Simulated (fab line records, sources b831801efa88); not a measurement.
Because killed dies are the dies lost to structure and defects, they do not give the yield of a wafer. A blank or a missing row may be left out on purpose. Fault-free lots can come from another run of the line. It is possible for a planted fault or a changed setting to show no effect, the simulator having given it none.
Problem report, 8D (eight disciplines) form, completed by code | flow gf180mcu | the parts of the form that need people (team, actions taken, sign-off) are left out

== 1. WHAT IS WRONG ==
run length s at GF_HV_LDD_ETCHBACK_58 reads a mean of 152.6 s on 6 wafers of 2 lots; wafers without a fault read 128.3 s with a standard deviation of 0.44. Relative to the usual mean, that is a shift of +55 standard deviations.
The step: etches Si3N4 in CH3F/O2, stops on SiO2, time 100 s, target depth 90 nm.
The first sign was on wafer L488.2 at day 16 21:25, on rie diel-03. The record has a number at this step for 37 wafers belonging to 13 lots. By rule, "out" or "out of limits" means more than 4 standard deviations away from the usual mean. All remaining wafers that have a number are taken as sound.

== 2. WHAT IT IS; WHAT IT IS NOT ==
question                    | is                           | is not
which readings at this step | run length s, oes product au | O2_flow_sccm, chamber pressure mTorr, drypump motor current A
which lots                  | L488, L489                   | L475, L476, L477, L479, L482, L483, L485, L486, L487, L495, L498
which wafers of those lots  | all that have a number       | -
read on which tools         | rie diel-03                  | rie diel-02, rie diel-04
when                        | from day 16 21:25            | up to then (26 sound wafers); but 5 sound wafers of L495, L498 came after

== 3. WHAT RULES OUT EACH SUSPECT ==
Counting: a tool at a process step up to the reading stays a suspect if it ran every lot that is out and no sound lot after the first of them.
- rie diel-03 at GF_HV_LDD_ETCHBACK_58 (etches Si3N4 in CH3F/O2, stops on SiO2, time 100 s, target depth 90 nm): kept. It processed each lot that is out, first L488 at day 16 21:25, and no sound lot thereafter; up to then, the last sound lot it processed was L487 at day 16 15:54. Its own readings are out on those wafers: oes product au, run length s.
Left after counting: rie diel-03 at GF_HV_LDD_ETCHBACK_58.

== 4. THE CAUSE (what the simulator had put in) ==
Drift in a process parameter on rie diel-03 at GF_HV_LDD_ETCHBACK_58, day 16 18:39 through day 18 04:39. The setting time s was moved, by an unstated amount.
Counting left only this tool.

== 5. THE CHAIN OF EFFECTS, in route order ==
Rows list readings where the struck wafers' mean (over those with a number) sits beyond 3 standard deviations from the usual. Only readings for which the record gives a usual standard deviation are gone through. hours: the time from each lot's start at the first step in this table that gives one to its start at this step, as a median over the lots. sigmas: the change in usual standard deviations.
hours | step                  | reading        | usual      | on struck wafers | change | sigmas
0     | GF_HV_LDD_ETCHBACK_58 | oes product au | 0.839 a.u. | 0.747            | -0.092 | -13
0     | GF_HV_LDD_ETCHBACK_58 | run length s   | 128.3 s    | 152.6            | +24.3  | +55
Here are the process steps it includes:
- GF_HV_LDD_ETCHBACK_58: etches Si3N4 in CH3F/O2, stops on SiO2, time 100 s, target depth 90 nm.
At these later measuring or inspecting steps, every struck wafer for which the step has a row has a number for every such reading, and none has moved that far: GF_M1_RS_MEAS_05, GF_V2_RS_MEAS_24.

== 6. WHAT WOULD HAVE CAUGHT IT SOONER ==
First out-of-limits reading in this record: day 16 21:25, which is 3 hours after fault onset at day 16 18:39.
